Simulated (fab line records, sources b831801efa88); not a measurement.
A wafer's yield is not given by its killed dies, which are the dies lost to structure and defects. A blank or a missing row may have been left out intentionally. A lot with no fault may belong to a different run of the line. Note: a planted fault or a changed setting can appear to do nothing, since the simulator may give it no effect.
Which of the tools did it? + flow sky130 + 39 wafers from 13 lots sampled at 4 of the route's 708 steps

WHAT EACH GAUGE READ, for each wafer
SKY_METAL1_RS_MEAS_05: measures by four-point-probe.
| lot  | measured     | on            | METAL1_ALCU_RS (ohm/sq) |
|------|--------------|---------------|-------------------------|
| L913 | day 32 01:22 | film-metro-01 | 0.1250 0.1254 0.1244    |
| L914 | day 32 11:29 | film-metro-03 | 0.1261 0.1274 0.1271    |
| L915 | day 32 13:04 | film-metro-01 | 0.1239 0.1248 0.1252    |
| L917 | day 33 08:14 | film-metro-03 | 0.1247 0.1255 0.1253    |
| L919 | day 33 21:04 | film-metro-02 | 0.1250 0.1258 0.1262    |
| L923 | day 36 01:32 | film-metro-01 | 0.1264 0.1272 0.1271    |
| L924 | day 36 03:17 | film-metro-03 | 0.1262 0.1257 0.1252    |
| L925 | day 35 23:19 | film-metro-01 | 0.1268 0.1263 0.1257    |
| L931 | day 37 11:47 | film-metro-01 | 0.1262 0.1269 0.1260    |
| L932 | day 37 18:55 | film-metro-03 | 0.1266 0.1271 0.1254    |
| L933 | day 38 08:23 | film-metro-01 | 0.1256 0.1251 0.1247    |
| L934 | day 38 16:47 | film-metro-01 | 0.1260 0.1279 0.1266    |
| L935 | day 38 18:36 | film-metro-03 | 0.1270 0.1282 0.1287    |

SKY_METAL1_THK_MEAS_06: measures by xrf.
| lot  | measured     | on            | METAL1_ALCU_THK (nm) |
|------|--------------|---------------|----------------------|
| L913 | day 32 01:29 | film-metro-01 | 259.0 254.4 257.6    |
| L914 | day 32 11:36 | film-metro-03 | 254.9 251.5 252.5    |
| L915 | day 32 13:10 | film-metro-01 | 261.4 258.5 257.3    |
| L917 | day 33 08:21 | film-metro-03 | 257.4 255.5 256.5    |
| L919 | day 33 21:11 | film-metro-02 | 256.9 257.9 256.0    |
| L923 | day 36 01:39 | film-metro-01 | 254.5 253.3 254.9    |
| L924 | day 36 03:23 | film-metro-03 | 254.2 255.2 253.7    |
| L925 | day 35 23:26 | film-metro-01 | 252.7 255.2 257.1    |
| L931 | day 37 11:55 | film-metro-01 | 256.0 255.9 256.7    |
| L932 | day 37 19:02 | film-metro-03 | 249.6 251.3 254.1    |
| L933 | day 38 08:30 | film-metro-01 | 258.5 258.4 259.9    |
| L934 | day 38 16:53 | film-metro-01 | 259.4 253.1 257.2    |
| L935 | day 38 18:43 | film-metro-03 | 250.5 250.6 249.4    |

SKY_METAL1_OVL_MEAS_16.
| lot  | measured     | on         | METAL1_OVL (nm) |
|------|--------------|------------|-----------------|
| L913 | day 33 05:00 | overlay-02 | -2 -8 -10       |
| L914 | day 33 14:14 | overlay-01 | 3 5 0           |
| L915 | day 33 15:51 | overlay-02 | 0 1 1           |
| L917 | day 34 10:08 | overlay-02 | 4 1 1           |
| L919 | day 34 23:17 | overlay-02 | 9 8 1           |
| L923 | day 37 03:33 | overlay-01 | -3 -1 -9        |
| L924 | day 37 04:13 | overlay-01 | 10 6 8          |
| L925 | day 37 00:35 | overlay-02 | 1 -1 4          |
| L931 | day 38 13:33 | overlay-02 | 4 -1 3          |
| L932 | day 38 20:33 | overlay-02 | -5 -2 0         |
| L933 | day 39 09:38 | overlay-02 | 1 0 4           |
| L934 | day 39 18:49 | overlay-02 | -1 4 -4         |
| L935 | day 39 20:20 | overlay-02 | 6 4 4           |

WHAT TOOL EACH LOT RAN ON (gives the tool, then ch and the chambers of the sampled wafers, and finally the start)
| lot  | SKY_SONOS_ONO_ETCH_15              |
|------|------------------------------------|
| L913 | rie-diel-01 ch 0,1, day 13 00:40   |
| L914 | rie-diel-04 ch 0,1,2, day 13 09:52 |
| L915 | rie-diel-02 ch 0,1,3, day 13 09:59 |
| L917 | rie-diel-02 ch 2,3, day 14 10:28   |
| L919 | rie-diel-02 ch 0,1,2, day 14 22:28 |
| L923 | rie-diel-01 ch 0,1,2, day 16 22:37 |
| L924 | rie-diel-02 ch 0,1,3, day 16 23:35 |
| L925 | rie-diel-04 ch 0,3, day 17 01:38   |
| L931 | rie-diel-04 ch 0,2,3, day 18 18:37 |
| L932 | rie-diel-01 ch 0,2,3, day 19 07:19 |
| L933 | rie-diel-02 ch 0,2,3, day 20 03:41 |
| L934 | rie-diel-04 ch 2,3, day 20 12:08   |
| L935 | rie-diel-01 ch 0,1, day 20 12:25   |
- SKY_SONOS_ONO_ETCH_15: etches the open film in CHF3/O2, target depth 19.52 nm, time 7.8 s.

WHAT THE TOOLS THEMSELVES READ (means of the sampled wafers that have a number; where no wafer has one, the mark that the record gives instead)
SKY_SONOS_ONO_ETCH_15.
| lot  | tool        | O2_flow_sccm (sccm) | bias-w (W) | drypump-motor-current-A (A) | oes-product-au (a.u.) | throttle-valve-pct (%) |
|------|-------------|---------------------|------------|-----------------------------|-----------------------|------------------------|
| L913 | rie-diel-01 | 4.994               | 199.5      | 5.5                         | 1.009                 | 8.840                  |
| L914 | rie-diel-04 | 5.007               | 200.4      | 5.6                         | 1.008                 | 8.825                  |
| L915 | rie-diel-02 | 5.001               | 199.8      | 5.7                         | 1.005                 | 8.822                  |
| L917 | rie-diel-02 | 4.985               | 200.6      | 6.0                         | 1.005                 | 8.825                  |
| L919 | rie-diel-02 | 4.999               | 200.1      | 5.7                         | 1.000                 | 8.818                  |
| L923 | rie-diel-01 | -                   | -          | -                           | -                     | -                      |
| L924 | rie-diel-02 | -                   | -          | -                           | -                     | -                      |
| L925 | rie-diel-04 | -                   | -          | -                           | -                     | -                      |
| L931 | rie-diel-04 | 4.996               | 200.1      | 5.9                         | 1.007                 | 8.833                  |
| L932 | rie-diel-01 | 5.008               | 200.4      | 5.9                         | 1.004                 | 8.833                  |
| L933 | rie-diel-02 | 5.005               | 199.5      | 5.8                         | 1.001                 | 8.826                  |
| L934 | rie-diel-04 | 5.004               | 200.6      | 6.1                         | 0.988                 | 8.828                  |
| L935 | rie-diel-01 | 4.998               | 199.8      | 5.5                         | 0.995                 | 8.823                  |

THE ANSWER, worked out from the rows above alone
Rule: the lots themselves supply what counts as usual. The widest of any qualifying gaps counts: lots, ordered by their means at a reading, are off when they make up no more than a third of the lots, leave a main group of 4 or more, and stand apart from it by 3 or more times the standard deviation of that group's means. Not used: any main group whose means are identical at the precision the tables above print for the reading. Also off: a lot with no number at a reading for which 4 or more lots have one. Where the step has rows for the other lots, those lots are counted as sound. The gauges are gone through in route order, then the tools' own readings, and for those a lot's mean is taken as printed above. At the first step where some lot is off, the reading lying furthest off is the one used; lots without a number count as furthest.
Off: L923, L924, L925, at SKY_SONOS_ONO_ETCH_15 (O2_flow_sccm). Without a number there: L923, L924, L925. Mean 5.000 sccm and standard deviation 0.0066 in the main group.
If a tool, at that step or one of the process steps before it, ran each lot that is off and ran no sound lot following the first of them, it fits. None of those tried fits.

WHAT THE SIMULATOR HAD PUT IN
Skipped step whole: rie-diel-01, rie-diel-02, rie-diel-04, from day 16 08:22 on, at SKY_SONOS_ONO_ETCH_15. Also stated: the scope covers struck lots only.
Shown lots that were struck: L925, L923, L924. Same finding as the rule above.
